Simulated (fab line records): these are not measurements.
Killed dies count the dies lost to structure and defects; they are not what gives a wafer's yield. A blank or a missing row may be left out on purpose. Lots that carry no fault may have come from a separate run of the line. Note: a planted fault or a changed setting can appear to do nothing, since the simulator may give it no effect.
What tool caused it? | flow gf180mcu | Sampling: 12 lots, 36 wafers, 6 of 602 route steps

## WHAT EACH GAUGE READ, for each wafer
GF_V2_RS_MEAS_24: measurement is done with a four-point probe. Usual: V2_W_RS gives 0.327 ohm/sq (standard deviation 0.0049).
lot  | measured     | on            | V2_W_RS (ohm/sq)  | flag
L917 | day 21 06:49 | film_metro-01 | 0.329 0.331 0.321 |
L919 | day 22 05:40 | film_metro-02 | 0.334 0.363 0.361 | OFF
L920 | day 22 17:10 | film_metro-02 | 0.365 0.331 0.362 | OFF
L928 | day 25 07:22 | film_metro-02 | 0.329 0.329 0.333 |
L929 | day 25 22:59 | film_metro-03 | 0.332 0.331 0.335 |
L931 | day 26 08:38 | film_metro-03 | 0.334 0.335 0.324 |
L932 | day 26 10:58 | film_metro-02 | 0.329 0.331 0.334 |
L933 | day 26 20:59 | film_metro-02 | 0.334 0.328 0.323 |
L934 | day 27 11:02 | film_metro-01 | 0.328 0.322 0.327 |
L935 | day 27 13:06 | film_metro-03 | 0.328 0.331 0.332 |
L936 | day 28 13:01 | film_metro-01 | 0.329 0.322 0.330 |
L937 | day 28 15:54 | film_metro-02 | 0.320 0.324 0.326 |

GF_V2_THK_MEAS_25: measures by xrf. Usual: V2_W_THK gives 333 nm (standard deviation 5.4).
lot  | measured     | on            | V2_W_THK (nm) | flag
L917 | day 21 06:56 | film_metro-01 | 329 328 337   |
L919 | day 22 05:47 | film_metro-02 | 331 306 306   | OFF
L920 | day 22 17:17 | film_metro-02 | 303 331 306   | OFF
L928 | day 25 07:28 | film_metro-02 | 332 332 330   |
L929 | day 25 23:07 | film_metro-03 | 327 327 323   |
L931 | day 26 08:45 | film_metro-03 | 325 321 334   |
L932 | day 26 11:05 | film_metro-02 | 331 331 329   |
L933 | day 26 21:06 | film_metro-02 | 330 335 340   |
L934 | day 27 11:10 | film_metro-01 | 334 342 335   |
L935 | day 27 13:13 | film_metro-03 | 328 326 326   |
L936 | day 28 13:08 | film_metro-01 | 329 335 328   |
L937 | day 28 16:01 | film_metro-02 | 341 336 335   |

GF_V3_THK_MEAS_01. Usual: V3_CVD_00_THK gives 605 nm (standard deviation 7.1).
lot  | measured     | on            | V3_CVD_00_THK (nm) | flag
L917 | day 22 08:04 | film_metro-03 | 597 617 603        |
L919 | day 23 06:53 | film_metro-04 | 611 629 598        |
L920 | day 23 18:22 | film_metro-02 | 619 603 613        |
L928 | day 26 06:17 | film_metro-02 | 610 610 597        |
L929 | day 26 21:31 | film_metro-02 | 611 607 614        |
L931 | day 27 11:19 | film_metro-04 | 605 604 608        |
L932 | day 27 12:14 | film_metro-04 | 601 596 605        |
L933 | day 28 12:43 | film_metro-04 | 601 597 598        |
L934 | day 28 16:46 | film_metro-03 | 603 609 611        |
L935 | day 28 19:18 | film_metro-02 | 596 598 591        |
L936 | day 29 00:22 | film_metro-04 | 608 612 606        |
L937 | day 29 04:32 | film_metro-03 | 607 610 602        |

GF_M4_OVL_MEAS_15. Usual: M4_OVL gives -4 nm (standard deviation 6).
lot  | measured     | on         | M4_OVL (nm) | flag
L917 | day 24 08:11 | overlay-01 | -10 -2 -2   |
L919 | day 25 06:04 | overlay-01 | 0 1 -4      |
L920 | day 25 16:23 | overlay-01 | -2 -4 -7    |
L928 | day 28 15:19 | overlay-01 | -15 -11 -7  |
L929 | day 28 23:21 | overlay-01 | -22 -16 -11 |
L931 | day 29 05:49 | overlay-01 | 2 3 8       |
L932 | day 29 06:10 | overlay-01 | -13 -2 0    |
L933 | day 29 16:19 | overlay-01 | -9 -6 -3    |
L934 | day 30 01:01 | overlay-01 | -7 -7 2     |
L935 | day 30 05:58 | overlay-02 | -6 -8 -14   |
L936 | day 30 14:20 | overlay-01 | -7 -3 -8    |
L937 | day 30 19:55 | overlay-01 | -1 1 -10    |

## WHAT TOOL EACH LOT RAN ON (gives the tool, then ch and the chambers of the sampled wafers, and finally the start)
lot  | GF_V2_CVD_23                  | GF_V3_SPUTTER_21
L917 | cvd_w-02 ch 0,1, day 21 06:43 | pvd_sputter-01, day 23 08:19
L919 | cvd_w-02 ch 0,1, day 22 05:34 | pvd_sputter-04, day 24 06:35
L920 | cvd_w-02 ch 0,1, day 22 17:04 | pvd_sputter-02, day 24 17:39
L928 | cvd_w-02 ch 0,1, day 25 07:15 | pvd_sputter-02, day 27 04:20
L929 | cvd_w-02 ch 0,1, day 25 22:52 | pvd_sputter-04, day 28 12:44
L931 | cvd_w-01 ch 0,1, day 26 08:31 | pvd_sputter-04, day 28 17:31
L932 | cvd_w-02 ch 0,1, day 26 10:51 | pvd_sputter-01, day 28 17:35
L933 | cvd_w-01 ch 0,1, day 26 20:51 | pvd_sputter-01, day 28 22:49
L934 | cvd_w-02 ch 0,1, day 27 10:56 | pvd_sputter-01, day 29 04:58
L935 | cvd_w-02 ch 1, day 27 12:58   | pvd_sputter-01, day 29 09:58
L936 | cvd_w-01 ch 0,1, day 28 12:53 | pvd_sputter-02, day 29 18:57
L937 | cvd_w-02 ch 0,1, day 28 15:47 | pvd_sputter-01, day 30 00:28
- GF_V2_CVD_23: deposits W, target thk 350 nm, time 104.94 s.
- GF_V3_SPUTTER_21: material Ti, target thk 15 nm, time 80.02 s.

## AS READ BY THE TOOLS THEMSELVES (means over the sampled wafers that have a number; for cases with no such wafer, the mark the record gives instead)
GF_V2_CVD_23. Usual: chamber_pressure_Torr 40.01 Torr, standard deviation 0.087; heater_power_w 765 W, standard deviation 43.
lot  | tool     | chamber_pressure_Torr (Torr) | heater_power_w (W) | flag
L917 | cvd_w-02 | 40.04                        | 739                |
L919 | cvd_w-02 | 34.38                        | 777                | OFF
L920 | cvd_w-02 | 34.40                        | 774                | OFF
L928 | cvd_w-02 | 40.00                        | 775                |
L929 | cvd_w-02 | 39.97                        | 775                |
L931 | cvd_w-01 | 40.00                        | 785                |
L932 | cvd_w-02 | 40.00                        | 739                |
L933 | cvd_w-01 | 40.06                        | 779                |
L934 | cvd_w-02 | 40.07                        | 744                |
L935 | cvd_w-02 | 39.91                        | 706                |
L936 | cvd_w-01 | 40.05                        | 777                |
L937 | cvd_w-02 | 39.94                        | 752                |

GF_V3_SPUTTER_21. Usual: 30.5 % for throttle_valve_pct, sd 0.66.
lot  | tool           | throttle_valve_pct (%) | flag
L917 | pvd_sputter-01 | 30.7                   |
L919 | pvd_sputter-04 | 30.3                   |
L920 | pvd_sputter-02 | 31.3                   |
L928 | pvd_sputter-02 | 31.0                   |
L929 | pvd_sputter-04 | 30.8                   |
L931 | pvd_sputter-04 | 29.9                   |
L932 | pvd_sputter-01 | 30.5                   |
L933 | pvd_sputter-01 | 30.5                   |
L934 | pvd_sputter-01 | 30.8                   |
L935 | pvd_sputter-01 | 30.5                   |
L936 | pvd_sputter-02 | 29.9                   |
L937 | pvd_sputter-01 | 30.6                   |

## THE ANSWER, worked out from the rows above alone
Rule: lot off if the mean of its wafers having a number is beyond 3 standard deviations from the usual mean. Also off: a lot with no number at a reading for which 4 or more lots have one. Any other lot the step has rows for is counted as sound. The gauges are gone through in route order, then the tools' own readings, and for those a lot's mean is taken as printed above. The first step at which some lot is off is used, and at that step the reading that is off furthest; a lot without a number counts as furthest.
Off: L919, L920, at GF_V2_RS_MEAS_24 (V2_W_RS).
If a tool, at a process step before that reading, ran all the lots that are off and no sound lot after the first of them, it fits. The gauges at GF_V2_RS_MEAS_24 aren't tried: what is off there is off at GF_V2_CVD_23 too, on other tools, and a gauge's error can't cause that. No candidate that was tried fits.

## WHAT WAS PUT IN BY THE SIMULATOR
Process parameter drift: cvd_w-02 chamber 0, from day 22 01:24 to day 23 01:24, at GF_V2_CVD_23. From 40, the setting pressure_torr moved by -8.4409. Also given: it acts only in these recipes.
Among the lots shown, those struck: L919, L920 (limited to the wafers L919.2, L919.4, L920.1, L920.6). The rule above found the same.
